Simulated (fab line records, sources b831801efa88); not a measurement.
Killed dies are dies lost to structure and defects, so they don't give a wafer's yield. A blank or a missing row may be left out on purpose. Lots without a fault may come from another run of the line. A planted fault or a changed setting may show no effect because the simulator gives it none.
Problem report in the 8D (eight disciplines) form, filled by code | flow gf180mcu | the parts of the form that need people (team, actions taken, sign-off) are left out

1. THE PROBLEM
developer_temp_C at GF_POLY_GATE_DEVELOP_09 reads a mean of 21.65 C on 8 wafers of 3 lots; wafers without a fault read 21.01 C with a standard deviation of 0.11. That is +5.8 standard deviations from the usual mean.
The step: develop time 60 s.
First seen on wafer L314.1, day 12 23:40, on litho_track-01. The record holds 44 wafers of 15 lots with a number at this step. Rule for "out", or "out of limits": more than 4 standard deviations from the usual mean. The other wafers with a number count as sound.

2. WHAT IT IS AND WHAT IT IS NOT
question                    | is                     | is not
which readings at this step | developer_temp_C       | exhaust_pa
which lots                  | L314, L315, L317       | L301, L302, L303, L305, L307, L308, L310, L311, L312, L316, L318, L324
which wafers of those lots  | all that have a number | -
read on which tools         | litho_track-01         | litho_track-03, litho_track-04
when                        | from day 12 23:40      | up to then (27 sound wafers); but 9 sound wafers of L316, L318, L324 came after

3. SUSPECTS, AND WHAT RULES EACH OUT
Counting: a tool at a process step up to the reading stays a suspect if it ran every lot that is out and no sound lot after the first of them.
- litho_track-01 at GF_POLY_GATE_DEVELOP_09 (develop time 60 s): kept. It ran every lot that is out, first L314 (day 12 23:40), and no sound lot after that; its last sound lot up to then is L312 (day 12 10:16). Its own readings are out on those wafers: developer_temp_C.
Left after counting: litho_track-01 at GF_POLY_GATE_DEVELOP_09.

4. THE CAUSE (what the simulator had put in)
Process parameter drift: litho_track-01, from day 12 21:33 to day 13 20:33, at GF_POLY_GATE_DEVELOP_09. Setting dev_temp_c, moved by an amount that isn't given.
Counting left only this tool.

5. THE CHAIN OF EFFECTS, in route order
Each row: a reading whose mean over the struck wafers that have a number lies more than 3 standard deviations from the usual. Only readings for which the record gives a usual standard deviation are gone through. hours: the time from each lot's start at the first step in this table that gives one to its start at this step, as a median over the lots. sigmas: the change in usual standard deviations.
hours | step                    | reading          | usual   | on struck wafers | change | sigmas
0     | GF_POLY_GATE_DEVELOP_09 | developer_temp_C | 21.01 C | 21.65            | +0.64  | +5.8
The process steps in it:
- GF_POLY_GATE_DEVELOP_09: develop time 60 s.
Later measuring or inspecting steps at which every struck wafer that the step has a row for has a number for every such reading, and none has moved that far: GF_M1_OVL_MEAS_15, GF_M2_CD_MEAS_14.

6. WHAT WOULD HAVE CAUGHT IT SOONER
In this record the first reading out of limits was taken at day 12 23:40, 2 hours after the fault began at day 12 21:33.
